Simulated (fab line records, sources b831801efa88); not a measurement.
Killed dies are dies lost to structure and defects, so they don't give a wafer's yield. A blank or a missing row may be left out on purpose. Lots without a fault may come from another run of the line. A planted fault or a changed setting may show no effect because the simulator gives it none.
A struck lot beside a sound one | flow gf180mcu | 43 steps out of a route of 602
Sound: wafers L687.2, L687.4, L687.5. Struck: wafers L693.2, L693.3, L693.4. The cause comes at the end.
At each step with rows: each side's tool, then ch and its chambers, then its first start. Under that, the readings that differ: sound wafers | struck wafers | difference of the means | sigmas: that difference in standard deviations of wafers without a fault.
alike: readings whose means differ by less than 2 such deviations, and words and numbers that are the same on both sides. not compared: withheld readings, readings that some wafer has no value for, bounds like >300 that may hide the same value, and numbers for which the record gives no deviation and whose values overlap.
The two part at a step that has a row with sigmas, a row that says differs or no value, or rows on one side only. Numbers that don't overlap but have no deviation are shown without sigmas and don't part them. A reading that every wafer of one side lacks parts them only if that side has two wafers or more.

first, 1 step without rows for these wafers: GF_POLY_GATE_OXIDATION_16 (stabilise 600 s, purge 300 s, target thk 4 nm).
GF_POLY_GATE_THK_MEAS_17:
  sound on film_metro-02, day 11 17:41; struck on film_metro-04, day 13 08:49
  alike: POLY_GATE_OXIDATION_THK
GF_POLY_GATE_CD_MEAS_18:
  sound on cd_sem-01, day 11 17:46; struck on cd_sem-02, day 13 08:53
  alike: cd_nm
then, 7 steps without rows for these wafers: GF_HV_LDD_DEHYDRATE_00 (time 60 s); GF_HV_LDD_HMDS_01 (prime time 60 s); GF_HV_LDD_COAT_02 (resist thk 1000 nm); GF_HV_LDD_SOFTBAKE_03 (time 60 s); GF_HV_LDD_EXPOSE_04 (exposes mask Nplus LV AREA, target cd 400 nm); GF_HV_LDD_PEB_05; GF_HV_LDD_DEVELOP_06 (develop time 60 s).
GF_HV_LDD_CD_MEAS_07: target cd 400 nm.
  sound on cd_sem-02, day 12 12:37; struck on cd_sem-02, day 14 04:04
  reading    | sound             | struck            | difference | sigmas
  cd_nm (nm) | 400.8 400.3 402.0 | 395.4 396.5 397.2 | -4.7       | -2
GF_HV_LDD_OVL_MEAS_08:
  sound on overlay-02, day 12 12:43; struck on overlay-02, day 14 04:10
  alike: HV_LDD_OVL
GF_HV_LDD_IMPLANT_09:
  sound on implanter-04 ch 0, day 12 12:46; struck on implanter-02, day 14 04:13
  no value came back on the struck wafers for beam_energy_keV, beam_on_s (s); on the sound wafers beam_energy_keV reads 39.995 40.003 40.004
GF_HV_LDD_STRIP_10: strips in O2/N2.
  sound on plasma_asher-04 ch 0,1, day 12 12:54; struck on plasma_asher-04 ch 0,1, day 14 04:20
  alike: drypump_motor_current_A, heater_power_w, oes_product_au, strip_time_to_endpoint_s
  not compared: rf_hours_counter_h
GF_HV_LDD_TW_MEAS_11:
  sound on film_metro-01, day 12 13:01; struck on film_metro-03, day 14 04:27
  reading   | sound          | struck   | difference | sigmas
  HV_LDD_TW | 2426 2438 2436 | 30 30 30 | -2403      | -99 or more
then, 7 steps without rows for these wafers: GF_HV_LDD_DEHYDRATE_12 (time 60 s); GF_HV_LDD_HMDS_13 (prime time 60 s); GF_HV_LDD_COAT_14 (resist thk 1000 nm); GF_HV_LDD_SOFTBAKE_15 (time 60 s); GF_HV_LDD_EXPOSE_16 (exposes mask Pplus LV AREA, target cd 400 nm); GF_HV_LDD_PEB_17; GF_HV_LDD_DEVELOP_18 (develop time 60 s).
GF_HV_LDD_CD_MEAS_19: target cd 400 nm.
  sound on cd_sem-02, day 13 07:55; struck on cd_sem-02, day 15 00:28
  alike: cd_nm
GF_HV_LDD_OVL_MEAS_20:
  sound on overlay-02, day 13 08:01; struck on overlay-01, day 15 00:34
  alike: HV_LDD_01_OVL
then, 1 step without rows for these wafers: GF_HV_LDD_IMPLANT_21.
GF_HV_LDD_STRIP_22: strips in O2/N2.
  sound on plasma_asher-02 ch 0,1, day 13 08:12; struck on plasma_asher-01 ch 0,1, day 15 00:45
  alike: drypump_motor_current_A, heater_power_w, oes_product_au, strip_time_to_endpoint_s
  not compared: rf_hours_counter_h
GF_HV_LDD_TW_MEAS_23:
  sound on film_metro-03, day 13 08:19; struck on film_metro-01, day 15 00:52
  alike: HV_LDD_2_TW
then, 7 steps without rows for these wafers: GF_HV_LDD_DEHYDRATE_24 (time 60 s); GF_HV_LDD_HMDS_25 (prime time 60 s); GF_HV_LDD_COAT_26 (resist thk 1000 nm); GF_HV_LDD_SOFTBAKE_27 (time 60 s); GF_HV_LDD_EXPOSE_28 (exposes mask Nplus HV AREA, target cd 400 nm); GF_HV_LDD_PEB_29; GF_HV_LDD_DEVELOP_30 (develop time 60 s).
GF_HV_LDD_CD_MEAS_31: target cd 400 nm.
  sound on cd_sem-01, day 14 03:07; struck on cd_sem-02, day 15 21:10
  alike: cd_nm
GF_HV_LDD_OVL_MEAS_32:
  sound on overlay-01, day 14 03:13; struck on overlay-01, day 15 21:16
  alike: HV_LDD_02_OVL
then, 4 steps without rows for these wafers: GF_HV_LDD_IMPLANT_33; GF_HV_LDD_IMPLANT_34; GF_HV_LDD_IMPLANT_35; GF_HV_LDD_IMPLANT_36.
GF_HV_LDD_STRIP_37: strips in O2/N2.
  sound on plasma_asher-01 ch 1, day 14 03:50; struck on plasma_asher-02 ch 0,1, day 15 21:53
  alike: drypump_motor_current_A, heater_power_w, oes_product_au, strip_time_to_endpoint_s
  not compared: rf_hours_counter_h
GF_HV_LDD_TW_MEAS_38:
  sound on film_metro-03, day 14 03:57; struck on film_metro-01, day 15 22:00
  alike: HV_LDD_3_TW
GF_HV_LDD_RS_MEAS_53: measures by four-point-probe.
  sound on film_metro-02, day 15 00:38; struck on film_metro-03, day 16 20:23
  reading            | sound             | struck            | difference | sigmas
  HV_LDD_RS (ohm/sq) | 424.6 425.0 423.3 | 879.7 879.3 879.7 | +455.3     | +99 or more

WHERE THEY PART
First at GF_HV_LDD_CD_MEAS_07; last, within this record, at GF_HV_LDD_RS_MEAS_53.

WHY: what the simulator had put in
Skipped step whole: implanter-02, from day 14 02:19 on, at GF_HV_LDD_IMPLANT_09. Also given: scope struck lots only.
